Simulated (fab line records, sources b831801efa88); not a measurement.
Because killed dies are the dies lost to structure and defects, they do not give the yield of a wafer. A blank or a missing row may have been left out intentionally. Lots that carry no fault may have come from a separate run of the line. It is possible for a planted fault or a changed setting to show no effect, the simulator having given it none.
fab line records    flow sfq-line
record lots=14  wafers=42  last-day=86
route steps=325 shown L0@14 I0@44 M3@120 M4@161
lots with no fault: from the same line, run without faults
start-h: start of the lot's first displayed wafer, in hours after the record's first day    wait-h: hours from the lot's prior step to this one    " unchanged from the row above    L1.1+2: a single row standing in for several wafers    - no value, or no start was given    * or withheld: withheld    < > ~ a bound
route shown NAME@n: NAME is a module with steps in the file, n the number in the route of the first one    usual: mean/standard deviation taken from wafers without a fault    same: alike in all rows    chamber/n: place in a boat    sites: each site's reading    _std_site: how widely they spread, as a standard deviation    _edge_site: inner sites' mean taken away from outer sites' mean    radius-mm: for every site, how far away it sits from the centre of the wafer    mask NAME#n: copy n    behind: tool/chamber where the wafer was last shaped    hold: why the lot went on hold/how many hours it stayed there/how the hold came to an end    device: which transistor (n, p or np) failed to switch    end of line: the tests these same wafers got at the end of their route    step lacking rows: just its recipe    killed: count of dies lost to structure and defects at first sort (not the wafer's yield)    map: a wafer's dies, marking killed ones x, the rest . and places with no die _
set.NAME: the setting that was run; set.NAME@STEP: the one run at that earlier step    model.NAME: the simulator's own value behind a step, which no gauge read
the route's steps for a sample of lots (tables are steps, rows are wafers)
services: a tool's chamber out of use, with start hour (start-h, from the record's first day; less than 0 if before it), hours out, and reason
## steps
# step SFQ_TRILAYER_L0_STRIP_STRIP_009
# recipe gas=O2  power-w=200  platen-temp-c=40  overash-fraction=0.65  chemistry=O2  pressure-mtorr=50
# usual drypump-motor-current-A=5.9/0.41  oes-product-au=0.999/0.012  platen-temp-c=40.00/0.1
lot.wafer  tool          chamber  start-h  wait-h  drypump-motor-current-A  oes-product-au  platen-temp-c  rf-hours-counter-h
L977.1     rie-metal-03  1        79.81    0.0     6.6                      0.999           39.96          70
L977.2     "             0        "        "       6.2                      0.995           40.07          175
L977.3     "             0        "        "       6.2                      0.997           40.05          -
L980.1     rie-metal-04  1        94.21    0.0     5.6                      0.976           39.97          8
L980.3     "             0        "        "       5.7                      0.990           39.94          -
L980.6     "             0        "        "       5.7                      0.992           39.92          -
L981.1     rie-metal-04  1        101.05   0.0     5.5                      0.980           40.07          9
L981.2     "             0        "        "       5.7                      0.992           39.92          138
L981.5     "             1        "        "       5.6                      0.977           40.05          -
L982.1     rie-metal-03  1        105.85   0.0     6.6                      1.003           40.03          75
L982.3     "             1        "        "       6.6                      1.019           40.11          -
L982.4     "             0        "        "       6.2                      1.024           39.96          -
L983.1     rie-metal-02  1        107.05   0.0     6.2                      1.005           39.94          55
L983.3     "             0        "        "       5.4                      1.002           39.90          -
L983.5     "             0        "        "       5.4                      1.000           40.00          -
L985.1     rie-metal-04  0        114.25   0.0     5.7                      0.977           39.95          140
L985.3     "             0        "        "       5.7                      0.989           40.09          -
L985.4     "             1        "        "       5.6                      0.984           40.08          -
L986.1     rie-metal-02  0        119.05   0.0     5.4                      1.001           40.05          34
L986.2     "             1        "        "       6.2                      1.012           40.03          57
L986.3     "             0        "        "       5.4                      1.002           39.95          -
L993.2     rie-metal-03  1        171.03   0.3     6.6                      0.998           40.08          -
L993.3     "             1        "        "       6.6                      0.999           40.10          -
L993.5     "             1        "        "       6.6                      1.009           39.99          -
L994.2     rie-metal-02  1        176.73   0.0     6.2                      1.013           40.03          67
L994.4     "             1        "        "       6.2                      1.015           39.95          -
L994.6     "             1        "        "       6.2                      1.002           39.99          -
L996.3     rie-metal-03  1        193.06   0.4     6.6                      1.006           40.14          -
L996.4     "             1        "        "       6.6                      1.000           40.04          -
L996.6     "             1        "        "       6.6                      1.006           39.97          -
L997.1     rie-metal-02  0        198.55   0.0     5.4                      1.003           39.91          46
L997.2     "             1        "        "       6.2                      1.010           40.14          72
L997.5     "             1        "        "       6.2                      1.008           39.97          -
L998.1     rie-metal-04  0        203.98   0.0     5.7                      0.986           40.05          155
L998.2     "             1        "        "       5.5                      0.992           40.06          24
L998.3     "             1        "        "       5.6                      0.985           40.06          -
L999.2     rie-metal-04  1        207.36   0.0     5.6                      0.996           40.11          24
L999.4     "             0        "        "       5.7                      0.980           39.98          -
L999.5     "             1        "        "       5.5                      0.994           39.93          -
L100.2     rie-metal-03  1        213.36   0.0     6.6                      0.999           39.93          96
L100.3     "             1        "        "       6.6                      1.006           40.16          -
L100.6     "             1        "        "       6.6                      1.000           40.01          -
# step SFQ_TRILAYER_I0_CMP_CMP_028
# recipe material=SiO2  down-force-psi=3  platen-rpm=60  pad-velocity-m-s=0.94248
# usual motor-current-A=9.9/0.52  time-to-endpoint-s=213/7.2
lot.wafer  tool    chamber  start-h  wait-h  motor-current-A  time-to-endpoint-s
L977.3     cmp-02  2        235.25   0.5     10.5             216
L977.1     "       3        "        "       9.6              214
L977.2     "       0        "        "       9.5              212
L980.3     cmp-02  3        276.63   0.0     9.6              201
L980.1     "       2        278.13   1.5     10.5             217
L980.6     "       0        279.13   2.5     9.6              217
L981.1     cmp-01  3        285.96   0.5     9.4              198
L981.2     "       1        286.96   1.5     9.3              226
L981.5     "       3        287.96   2.5     9.8              209
L982.4     cmp-02  2        295.47   0.6     10.6             220
L982.3     "       3        "        "       9.5              213
L982.1     "       1        296.97   2.1     10.3             206
L983.3     cmp-02  2        305.47   3.4     10.4             212
L983.1     "       3        "        "       9.3              212
L983.5     "       0        "        "       9.6              208
L985.4     cmp-02  3        318.59   0.0     9.0              208
L985.3     "       0        "        "       9.7              207
L985.1     "       1        "        "       10.1             195
L986.3     cmp-02  0        323.39   0.0     9.7              214
L986.1     "       1        "        "       10.0             190
L986.2     "       2        "        "       10.7             215
L993.3     cmp-01  2        401.49   0.0     10.6             209
L993.2     "       3        "        "       9.6              208
L993.5     "       3        403.99   2.5     9.5              210
L994.4     cmp-02  0        416.35   4.1     9.6              210
L994.2     "       2        417.35   5.1     10.8             211
L994.6     "       1        418.85   6.6     9.7              213
L996.4     cmp-01  1        431.99   0.5     10.0             224
L996.3     "       3        432.99   1.5     9.5              196
L996.6     "       1        433.99   2.5     9.6              228
L997.1     cmp-02  1        452.92   1.0     10.1             198
L997.2     "       2        "        "       10.3             207
L997.5     "       0        454.42   2.5     9.8              213
L998.2     cmp-01  1        466.26   0.5     9.9              217
L998.3     "       2        "        "       10.2             209
L998.1     "       3        "        "       9.6              203
L999.2     cmp-02  2        471.63   0.7     11.1             219
L999.4     "       0        472.63   1.6     9.3              223
L999.5     "       3        474.13   3.1     9.2              216
L100.3     cmp-02  2        479.36   0.5     10.7             220
L100.2     "       0        480.36   1.5     9.6              213
L100.6     "       1        "        "       10.1             213
# step SFQ_TRILAYER_I0_METRO_MEASURE_029
# usual thk-nm=200.0/1.2
lot.wafer  tool           chamber  start-h  wait-h  thk-nm
L977.1     film-metro-02  -        237.87   0.1     200.0
L977.2     "              -        "        "       200.8
L977.3     "              -        "        "       201.1
L980.1     film-metro-01  -        279.75   0.1     199.9
L980.3     "              -        "        "       199.0
L980.6     "              -        "        "       199.0
L981.1     film-metro-04  -        288.58   0.1     197.0
L981.2     "              -        "        "       200.9
L981.5     "              -        "        "       198.3
L982.1     film-metro-01  -        298.59   0.1     198.9
L982.3     "              -        "        "       199.6
L982.4     "              -        "        "       200.8
L983.1     film-metro-02  -        307.59   0.1     196.5
L983.3     "              -        "        "       198.3
L983.5     "              -        "        "       197.4
L985.1     film-metro-01  -        321.71   0.1     215.3
L985.3     "              -        "        "       202.2
L985.4     "              -        "        "       200.8
L986.1     film-metro-02  -        326.51   0.1     214.9
L986.2     "              -        "        "       201.4
L986.3     "              -        "        "       200.4
L993.2     film-metro-04  -        404.81   0.3     197.5
L993.3     "              -        "        "       200.2
L993.5     "              -        "        "       197.9
L994.2     film-metro-02  -        419.67   0.3     201.3
L994.4     "              -        "        "       200.1
L994.6     "              -        "        "       199.8
L996.3     film-metro-04  -        435.01   0.5     199.5
L996.4     "              -        "        "       201.7
L996.6     "              -        "        "       200.5
L997.1     film-metro-02  -        455.04   0.1     199.7
L997.2     "              -        "        "       201.0
L997.5     "              -        "        "       199.8
L998.1     film-metro-04  -        469.38   0.1     197.2
L998.2     "              -        "        "       201.9
L998.3     "              -        "        "       199.3
L999.2     film-metro-02  -        474.95   0.3     201.9
L999.4     "              -        "        "       201.5
L999.5     "              -        "        "       199.4
L100.2     film-metro-02  -        482.18   0.3     199.8
L100.3     "              -        "        "       200.2
L100.6     "              -        "        "       199.8
# step SFQ_TRILAYER_I0_VIA_ETCH_VIA_ETCH_034
# recipe target=SiO2  stop-on=Nb  mask-material=PR  taper-deg=20  chemistry=CHF3  target-depth-nm=260  source-w=500  bias-w=80  pressure-mtorr=30  time-s=withheld
# usual drypump-motor-current-A=5.6/0.31  oes-product-au=0.855/0.0056
lot.wafer  tool         chamber  start-h  wait-h  drypump-motor-current-A  oes-product-au
L977.1     rie-diel-04  1        354.64   0.0     6.0                      0.848
L977.2     "            3        "        "       5.4                      0.853
L977.3     "            2        "        "       5.2                      0.857
L980.1     rie-diel-02  3        413.69   0.0     5.8                      0.848
L980.3     "            0        "        "       5.5                      0.846
L980.6     "            0        "        "       5.5                      0.848
L981.1     rie-diel-02  2        423.29   0.0     5.6                      0.856
L981.2     "            0        "        "       5.5                      0.855
L981.5     "            0        "        "       5.4                      0.852
L982.1     rie-diel-04  2        434.56   0.0     5.2                      0.855
L982.3     "            2        "        "       5.2                      0.852
L982.4     "            0        "        "       5.8                      0.848
L983.1     rie-diel-03  0        447.74   0.0     5.8                      0.855
L983.3     "            3        "        "       5.1                      0.854
L983.5     "            3        "        "       5.1                      0.840
L985.1     rie-diel-02  3        453.86   0.0     5.7                      0.887
L985.3     "            1        "        "       5.8                      0.857
L985.4     "            2        "        "       5.6                      0.858
L986.1     rie-diel-02  1        470.66   0.0     5.8                      0.894
L986.2     "            0        "        "       5.5                      0.864
L986.3     "            2        "        "       5.6                      0.851
L993.2     rie-diel-03  2        530.89   0.0     6.1                      0.846
L993.3     "            1        "        "       4.8                      0.864
L993.5     "            2        "        "       6.1                      0.850
L994.2     rie-diel-02  3        537.02   0.0     5.8                      0.856
L994.4     "            1        "        "       5.8                      0.850
L994.6     "            1        "        "       5.8                      0.857
L996.3     rie-diel-03  1        587.54   0.0     4.8                      0.856
L996.4     "            2        "        "       6.1                      0.861
L996.6     "            0        "        "       5.8                      0.855
L997.1     rie-diel-02  1        612.66   0.0     5.7                      0.853
L997.2     "            3        "        "       5.8                      0.857
L997.5     "            0        "        "       5.5                      0.856
L998.1     rie-diel-03  1        627.30   0.0     4.8                      0.850
L998.2     "            2        "        "       6.1                      0.862
L998.3     "            0        "        "       5.8                      0.853
L999.2     rie-diel-03  3        633.30   0.0     5.1                      0.863
L999.4     "            3        "        "       5.1                      0.848
L999.5     "            0        "        "       5.8                      0.855
L100.2     rie-diel-02  3        639.30   0.0     5.8                      0.858
L100.3     "            0        "        "       5.4                      0.857
L100.6     "            3        "        "       5.8                      0.857
# step SFQ_M3_RS_MEAS_919
# recipe thk-meas-gauge=four-point-probe  reads=Nb_of_TRILAYER_M3_DEP_SPUTTER_073
# usual M3_NB_RS=0.886/0.012
lot.wafer  tool           chamber  start-h  wait-h  M3_NB_RS[ohm/sq]
L977.1     film-metro-03  -        811.77   0.0     0.880
L977.2     "              -        "        "       0.870
L977.3     "              -        "        "       0.880
L980.1     film-metro-02  -        820.34   0.0     0.899
L980.3     "              -        "        "       0.891
L980.6     "              -        "        "       0.896
L981.1     film-metro-03  -        822.51   0.0     0.889
L981.2     "              -        "        "       0.881
L981.5     "              -        "        "       0.897
L982.1     film-metro-03  -        826.11   0.0     0.907
L982.3     "              -        "        "       0.905
L982.4     "              -        "        "       0.886
L983.1     film-metro-03  -        827.31   0.0     0.873
L983.3     "              -        "        "       0.881
L983.5     "              -        "        "       0.887
L985.1     film-metro-02  -        833.31   0.0     0.893
L985.3     "              -        "        "       0.887
L985.4     "              -        "        "       0.896
L986.1     film-metro-02  -        835.11   0.0     0.897
L986.2     "              -        "        "       0.883
L986.3     "              -        "        "       0.883
L993.2     film-metro-04  -        1003.25  0.1     0.893
L993.3     "              -        "        "       0.891
L993.5     "              -        "        "       0.892
L994.2     film-metro-03  -        1011.07  0.1     0.881
L994.4     "              -        "        "       0.876
L994.6     "              -        "        "       0.885
L996.3     film-metro-02  -        1053.99  0.1     0.879
L996.4     "              -        "        "       0.894
L996.6     "              -        "        "       0.884
L997.1     film-metro-03  -        1073.24  0.0     0.895
L997.2     "              -        "        "       0.874
L997.5     "              -        "        "       0.902
L998.1     film-metro-02  -        1080.44  0.0     0.899
L998.2     "              -        "        "       0.903
L998.3     "              -        "        "       0.903
L999.2     film-metro-03  -        1094.63  0.1     0.878
L999.4     "              -        "        "       0.900
L999.5     "              -        "        "       0.867
L100.2     film-metro-02  -        1110.35  0.1     0.889
L100.3     "              -        "        "       0.885
L100.6     "              -        "        "       0.881
# step SFQ_TRILAYER_M4_STRIP_STRIP_097
# recipe gas=O2  power-w=200  platen-temp-c=40  overash-fraction=0.65  chemistry=O2  pressure-mtorr=50
# usual drypump-motor-current-A=5.9/0.47  oes-product-au=1.005/0.011  platen-temp-c=40.00/0.12
lot.wafer  tool          chamber  start-h  wait-h  drypump-motor-current-A  oes-product-au  platen-temp-c  rf-hours-counter-h
L977.1     rie-metal-01  0        961.48   0.1     5.6                      0.994           40.17          81
L977.2     "             1        "        "       5.3                      0.989           40.13          98
L977.3     "             1        "        "       5.3                      0.995           40.12          -
L980.1     rie-metal-02  1        974.08   0.1     6.2                      1.022           40.06          37
L980.3     "             1        "        "       6.2                      1.007           40.02          -
L980.6     "             1        "        "       6.2                      1.014           40.14          -
L981.1     rie-metal-02  1        976.48   0.1     6.2                      1.014           39.95          38
L981.2     "             0        "        "       5.4                      1.012           39.97          18
L981.5     "             1        "        "       6.2                      1.018           40.00          -
L982.1     rie-metal-02  0        978.96   0.1     5.4                      1.012           39.93          19
L982.3     "             1        "        "       6.2                      1.011           40.02          -
L982.4     "             0        "        "       5.4                      1.013           40.16          -
L983.1     rie-metal-03  1        982.48   0.1     6.6                      1.002           39.90          46
L983.3     "             1        "        "       6.6                      1.008           39.87          -
L983.5     "             1        "        "       6.5                      1.005           40.02          -
L985.1     rie-metal-01  1        993.30   0.1     5.3                      0.980           39.93          102
L985.3     "             0        "        "       5.6                      0.993           40.13          -
L985.4     "             1        "        "       5.3                      0.982           39.94          -
L986.1     rie-metal-01  0        999.28   0.1     5.6                      0.997           39.84          87
L986.2     "             1        "        "       5.3                      0.995           39.97          103
L986.3     "             1        "        "       5.3                      0.985           40.03          -
L993.2     rie-metal-02  1        1075.98  0.1     6.2                      1.012           39.72          53
L993.3     "             0        "        "       5.4                      1.000           39.82          -
L993.5     "             1        "        "       6.2                      1.017           39.82          -
L994.2     rie-metal-01  1        1077.18  0.1     5.3                      1.003           39.97          115
L994.4     "             0        "        "       5.6                      1.004           39.94          -
L994.6     "             0        "        "       5.6                      0.996           40.03          -
L996.3     rie-metal-03  0        1184.17  0.2     6.2                      1.014           39.94          -
L996.4     "             1        "        "       6.6                      1.002           39.99          -
L996.6     "             1        "        "       6.6                      1.000           39.97          -
L997.1     rie-metal-03  1        1208.20  0.1     6.6                      0.989           40.07          87
L997.2     "             0        "        "       6.2                      1.011           40.03          0
L997.5     "             1        "        "       6.6                      0.987           39.76          -
L998.1     rie-metal-02  1        1210.66  0.1     6.2                      1.009           39.81          76
L998.2     "             0        "        "       5.4                      1.015           39.82          54
L998.3     "             0        "        "       5.4                      1.027           39.94          -
L999.2     rie-metal-03  1        1245.09  0.1     6.6                      1.005           39.89          93
L999.4     "             0        "        "       6.2                      1.009           40.13          -
L999.5     "             1        "        "       6.6                      1.002           39.94          -
L100.2     rie-metal-01  0        1257.09  0.1     5.6                      1.001           40.27          136
L100.3     "             0        "        "       5.6                      1.007           40.24          -
L100.6     "             1        "        "       5.3                      0.990           40.00          -
## services
tool    chamber  start-h  hours  kind
cmp-02  -        67.73    4.0    pm
cmp-02  -        105.48   0.3    repair
cmp-02  -        113.42   13.1   pm
cmp-02  -        163.00   2.0    repair
cmp-02  -        166.28   0.7    repair
cmp-02  -        175.89   7.3    pm
cmp-02  -        293.40   1.1    repair
cmp-02  -        327.23   0.7    repair
cmp-02  -        347.01   5.6    pm
cmp-02  -        353.64   1.2    repair
cmp-02  -        409.35   4.0    pm
cmp-02  -        423.12   4.5    repair
cmp-02  -        516.14   2.0    repair
cmp-02  -        626.38   3.4    repair
cmp-02  -        705.73   2.8    repair
cmp-02  -        705.89   2.3    repair
cmp-02  -        716.01   4.8    pm
cmp-02  -        739.64   0.4    repair
cmp-02  -        752.12   4.0    pm
cmp-02  -        831.10   1.3    repair
cmp-02  -        832.39   5.8    pm
cmp-02  -        881.55   4.2    repair
cmp-02  -        895.39   21.6   repair
cmp-02  -        1059.85  2.7    repair
## key
first-sign step=SFQ_TRILAYER_I0_METRO_MEASURE_029  reading=thk-nm  direction=up  sigmas=12  usual=200.0  struck=215.1
effect step=SFQ_TRILAYER_I0_VIA_ETCH_VIA_ETCH_034  reading=oes-product-au  direction=up  sigmas=6.3  usual=0.855  struck=0.891
met-at SFQ_TRILAYER_I0_CMP_CMP_028
struck-lots L985,L986
struck-wafers L985.1,L986.1
not-acting-at SFQ_TRILAYER_L0_STRIP_STRIP_009,SFQ_M3_RS_MEAS_919,SFQ_TRILAYER_M4_STRIP_STRIP_097
onset-between 305.47 318.59
fault kind=process-parameter-drift  tool=cmp-02  chamber=-  onset-h=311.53  steps=SFQ_TRILAYER_I0_CMP_CMP_028  channel=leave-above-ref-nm  offset=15  shape=step  end-h=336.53  scope=struck-wafers-only  acts-in=these-recipes-only  stated=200
